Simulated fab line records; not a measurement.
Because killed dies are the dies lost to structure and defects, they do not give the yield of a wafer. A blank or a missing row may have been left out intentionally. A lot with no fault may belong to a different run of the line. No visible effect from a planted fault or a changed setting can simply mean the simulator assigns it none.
A lot that was struck, set against a sound lot -- flow sky130 -- 14 steps out of a route of 708
Sound: these wafers, L393.1, L393.2, L393.5. Wafers struck: L404.2, L404.3, L404.5. Last of all comes the cause.
At each step with rows: each side's tool, then ch and its chambers, then its first start. Under that, the readings that differ: sound wafers -- struck wafers -- difference of the means -- sigmas: that difference in standard deviations of wafers without a fault.
alike: words and numbers the same on both sides, and readings whose means are apart by under 2 such deviations; not compared: readings that were withheld, readings missing a value for some wafer, numbers with overlapping values and no deviation given by the record, and bounds like >300 which may hide the same value.
A row with sigmas, a row that says differs or no value, or rows on one side alone: a step with any of these is where the two part. Numbers that don't overlap but have no deviation are shown without sigmas and don't part them. A reading missing from all wafers of one side parts the sides only when that side holds two or more wafers.

first, 3 steps without rows for these wafers: SKY_VT_ADJUST_PCH_EXPOSE_04 (exposes mask NWM, target cd 840 nm); SKY_VT_ADJUST_PCH_PEB_05; SKY_VT_ADJUST_PCH_DEVELOP_06 (develop time 60 s).
SKY_VT_ADJUST_PCH_OVL_MEAS_07:
  sound on overlay-02 at day 12 19:49; struck on overlay-01 at day 16 03:22
  alike: VT_ADJUST_PCH_OVL
following that, these wafers have no rows for 1 step: SKY_VT_ADJUST_PCH_IMPLANT_08.
SKY_VT_ADJUST_PCH_STRIP_09: strips in O2/N2.
  sound on plasma_asher-04 ch 0,1, day 12 20:00; struck on plasma_asher-02 ch 0,1, day 16 03:33
  alike: drypump_motor_current_A, oes_product_au, strip_time_to_endpoint_s
  not compared: rf_hours_counter_h
SKY_VT_ADJUST_PCH_TW_MEAS_10:
  sound on film_metro-03 at day 12 20:06; struck on film_metro-03 at day 16 03:40
  alike: VT_ADJUST_PCH_TW
then, 5 steps without rows for these wafers: SKY_SONOS_TUNNEL_DEHYDRATE_00 (time 60 s); SKY_SONOS_TUNNEL_HMDS_01 (prime time 60 s); SKY_SONOS_TUNNEL_COAT_02 (resist thk 1140 nm); SKY_SONOS_TUNNEL_SOFTBAKE_03 (time 60 s); SKY_SONOS_TUNNEL_EXPOSE_04 (exposes mask TUNM, target cd 410 nm).
SKY_SONOS_TUNNEL_PEB_05:
  sound on litho_track-02 ch 0, day 13 18:08; struck on litho_track-04, day 17 06:32
reading,sound,struck,difference,sigmas
exhaust_pa (Pa),45.3 45.8 44.2,- - -,no value on the struck wafers,
  not compared: chill_plate_temp_C, resist_line_temp_C, time_s
then, 1 step without rows for these wafers: SKY_SONOS_TUNNEL_DEVELOP_06 (develop time 60 s).

WHERE THEY PART
Only at SKY_SONOS_TUNNEL_PEB_05, within this record.

WHY: what the simulator had put in
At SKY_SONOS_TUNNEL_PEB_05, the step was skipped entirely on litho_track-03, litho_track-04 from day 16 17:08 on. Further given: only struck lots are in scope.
